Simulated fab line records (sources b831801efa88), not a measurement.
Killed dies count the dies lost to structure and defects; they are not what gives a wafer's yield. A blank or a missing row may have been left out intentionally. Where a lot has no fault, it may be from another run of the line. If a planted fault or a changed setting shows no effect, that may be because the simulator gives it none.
Which tool did it? + flow gf180mcu + 11 lots, 33 wafers sampled, at 3 steps of a route of 602

WHAT EACH GAUGE READ, for each wafer
GF_M3_RS_MEAS_05: the measuring method here is four-point-probe.
| lot  | measured     | on            | M3_ALCU_RS (ohm/sq)  |
|------|--------------|---------------|----------------------|
| L583 | day 20 13:17 | film_metro-02 | 0.0687 0.0699 0.0685 |
| L584 | day 21 06:12 | film_metro-01 | 0.0685 0.0686 0.0695 |
| L585 | day 21 09:54 | film_metro-03 | 0.0712 0.0698 0.0697 |
| L587 | day 22 07:36 | film_metro-01 | 0.0710 0.0703 0.0705 |
| L590 | day 23 14:25 | film_metro-01 | 0.0699 0.0699 0.0693 |
| L598 | day 26 00:36 | film_metro-03 | 0.0690 0.0693 0.0714 |
| L600 | day 26 12:14 | film_metro-01 | 0.0713 0.0695 0.0699 |
| L601 | day 27 03:53 | film_metro-01 | 0.0716 0.0709 0.0707 |
| L602 | day 27 06:24 | film_metro-02 | 0.0694 0.0689 0.0701 |
| L603 | day 27 13:14 | film_metro-02 | 0.0707 0.0697 0.0689 |
| L605 | day 28 08:25 | film_metro-01 | 0.0685 0.0706 0.0692 |

EACH LOT AND THE TOOL THAT RAN IT (in order: tool; ch and the chambers of the sampled wafers; start)
| lot  | GF_V2_CMP_26                  | GF_M3_SPUTTER_01             |
|------|-------------------------------|------------------------------|
| L583 | cmp-02 ch 0,1,3, day 20 12:46 | pvd_sputter-04, day 20 13:10 |
| L584 | cmp-01 ch 0,1,3, day 21 05:46 | pvd_sputter-01, day 21 06:04 |
| L585 | cmp-02 ch 1,2,3, day 21 09:26 | pvd_sputter-01, day 21 09:47 |
| L587 | cmp-01 ch 0,1,3, day 22 07:05 | pvd_sputter-04, day 22 07:29 |
| L590 | cmp-02 ch 0,2,3, day 23 13:53 | pvd_sputter-01, day 23 14:17 |
| L598 | cmp-02 ch 2,3, day 26 00:08   | pvd_sputter-01, day 26 00:29 |
| L600 | cmp-01 ch 1,2,3, day 26 11:43 | pvd_sputter-03, day 26 12:07 |
| L601 | cmp-02 ch 0,1,3, day 27 03:21 | pvd_sputter-04, day 27 03:45 |
| L602 | cmp-02 ch 1,2,3, day 27 05:53 | pvd_sputter-04, day 27 06:17 |
| L603 | cmp-01 ch 1,2,3, day 27 12:43 | pvd_sputter-01, day 27 13:04 |
| L605 | cmp-02 ch 1,2, day 28 07:53   | pvd_sputter-03, day 28 08:17 |
- GF_V2_CMP_26: polishes, stops on SiO2, t overpolish 15 s, target thk 0 nm.
- GF_M3_SPUTTER_01: material TiN, target thk 30 nm, time 25 s.

THE ANSWER, worked out from the rows above alone
Rule: the lots themselves supply what counts as usual. Put in order of their means at a reading, lots are off if they are a third of the lots or fewer, leave a main group of 4 or more, and stand apart from it by a gap of 3 or more times the standard deviation of the main group's means; of several such gaps the widest counts. A main group whose means are all the same, to the digits that the tables above print for the reading, isn't used. Also off: a lot with no number at a reading for which 4 or more lots have one. The other lots that the step has rows for count as sound.
No lot is off on any of the readings shown, so nothing can be concluded from this.

WHAT WAS PUT IN BY THE SIMULATOR
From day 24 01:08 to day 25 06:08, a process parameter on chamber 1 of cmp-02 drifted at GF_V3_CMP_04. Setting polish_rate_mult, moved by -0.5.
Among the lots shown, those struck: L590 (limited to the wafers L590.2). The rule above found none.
